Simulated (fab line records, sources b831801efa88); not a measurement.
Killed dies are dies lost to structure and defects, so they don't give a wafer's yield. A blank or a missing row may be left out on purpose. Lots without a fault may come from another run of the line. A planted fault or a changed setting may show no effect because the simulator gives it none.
Which tool did it? | flow gf180mcu | 14 lots, 42 wafers sampled, at 3 steps of a route of 602

WHAT THE GAUGES READ, wafer by wafer
GF_VT_IMPLANT_OVL_MEAS_40.
lot  | measured     | on         | VT_IMPLANT_03_OVL (nm)
L743 | day 7 10:32  | overlay-01 | -0.4 -1.1 0.1
L744 | day 7 16:36  | overlay-02 | 1.3 1.7 1.9
L745 | day 8 00:38  | overlay-01 | -0.1 -0.1 0.0
L748 | day 8 22:08  | overlay-02 | 0.2 1.0 1.8
L749 | day 9 05:32  | overlay-01 | 0.6 1.1 0.4
L752 | day 9 23:20  | overlay-02 | -0.4 0.5 -0.5
L751 | day 10 00:56 | overlay-02 | 0.5 -1.9 -0.8
L753 | day 10 16:38 | overlay-01 | -0.8 0.0 -1.8
L756 | day 11 09:02 | overlay-02 | 0.5 1.1 2.2
L759 | day 12 03:02 | overlay-02 | 1.1 0.1 0.4
L760 | day 12 07:53 | overlay-01 | -0.8 -0.6 -0.6
L762 | day 12 18:44 | overlay-01 | 1.7 -0.4 0.9
L763 | day 13 09:41 | overlay-02 | 1.0 1.1 1.7
L766 | day 14 01:02 | overlay-01 | 1.2 0.6 0.3

GF_VT_IMPLANT_TW_MEAS_43.
lot  | measured     | on            | VT_IMPLANT_4_TW
L743 | day 7 10:49  | film_metro-02 | 693 694 694
L744 | day 7 16:53  | film_metro-02 | 696 694 695
L745 | day 8 00:56  | film_metro-03 | 701 704 701
L748 | day 8 22:25  | film_metro-03 | 702 700 701
L749 | day 9 05:49  | film_metro-02 | 692 687 692
L752 | day 9 23:37  | film_metro-04 | 681 690 682
L751 | day 10 01:14 | film_metro-03 | 696 694 694
L753 | day 10 16:55 | film_metro-03 | 700 697 697
L756 | day 11 09:19 | film_metro-03 | 700 698 701
L759 | day 12 03:20 | film_metro-03 | 700 701 696
L760 | day 12 08:11 | film_metro-02 | 692 695 691
L762 | day 12 19:01 | film_metro-04 | 687 687 686
L763 | day 13 09:58 | film_metro-02 | 699 700 695
L766 | day 14 01:20 | film_metro-02 | 698 695 697

GF_VT_IMPLANT_RS_MEAS_49: measures by four-point-probe.
lot  | measured     | on            | MVPSD_RS (ohm/sq)
L743 | day 7 11:23  | film_metro-03 | 1166 1164 1167
L744 | day 7 17:29  | film_metro-04 | 1170 1168 1171
L745 | day 8 01:31  | film_metro-01 | 1168 1169 1169
L748 | day 8 22:59  | film_metro-03 | 1167 1170 1170
L749 | day 9 06:23  | film_metro-01 | 1173 1168 1171
L752 | day 10 00:11 | film_metro-01 | 1167 1166 1165
L751 | day 10 01:49 | film_metro-01 | 1168 1174 1167
L753 | day 10 17:29 | film_metro-04 | 1174 1176 1174
L756 | day 11 09:53 | film_metro-01 | 1169 1167 1166
L759 | day 12 03:55 | film_metro-01 | 1164 1168 1168
L760 | day 12 08:46 | film_metro-04 | 1171 1174 1169
L762 | day 12 19:41 | film_metro-01 | 1168 1166 1166
L763 | day 13 10:33 | film_metro-01 | 1172 1172 1173
L766 | day 14 01:55 | film_metro-03 | 1172 1170 1170

WHICH TOOL RAN EACH LOT (tool, then ch and the chambers of the sampled wafers, then the start)
The record holds no process step before these readings.

WHAT THE TOOLS THEMSELVES READ (means of the sampled wafers that have a number; where no wafer has one, the mark that the record gives instead)
The record holds no such reading with a usual standard deviation.

THE ANSWER, worked out from the rows above alone
Rule: what is usual is taken from the lots themselves. Put in order of their means at a reading, lots are off if they are a third of the lots or fewer, leave a main group of 4 or more, and stand apart from it by a gap of 3 or more times the standard deviation of the main group's means; of several such gaps the widest counts. A main group whose means are all the same, to the digits that the tables above print for the reading, isn't used. A lot without any number at a reading at which 4 lots or more have one is off too. The other lots that the step has rows for count as sound. The gauges are gone through in route order, then the tools' own readings, and for those a lot's mean is taken as printed above. The first step at which some lot is off is used, and at that step the reading that is off furthest; a lot without a number counts as furthest.
No lot is off at any reading shown: from this, nothing can be told.

WHAT THE SIMULATOR HAD PUT IN
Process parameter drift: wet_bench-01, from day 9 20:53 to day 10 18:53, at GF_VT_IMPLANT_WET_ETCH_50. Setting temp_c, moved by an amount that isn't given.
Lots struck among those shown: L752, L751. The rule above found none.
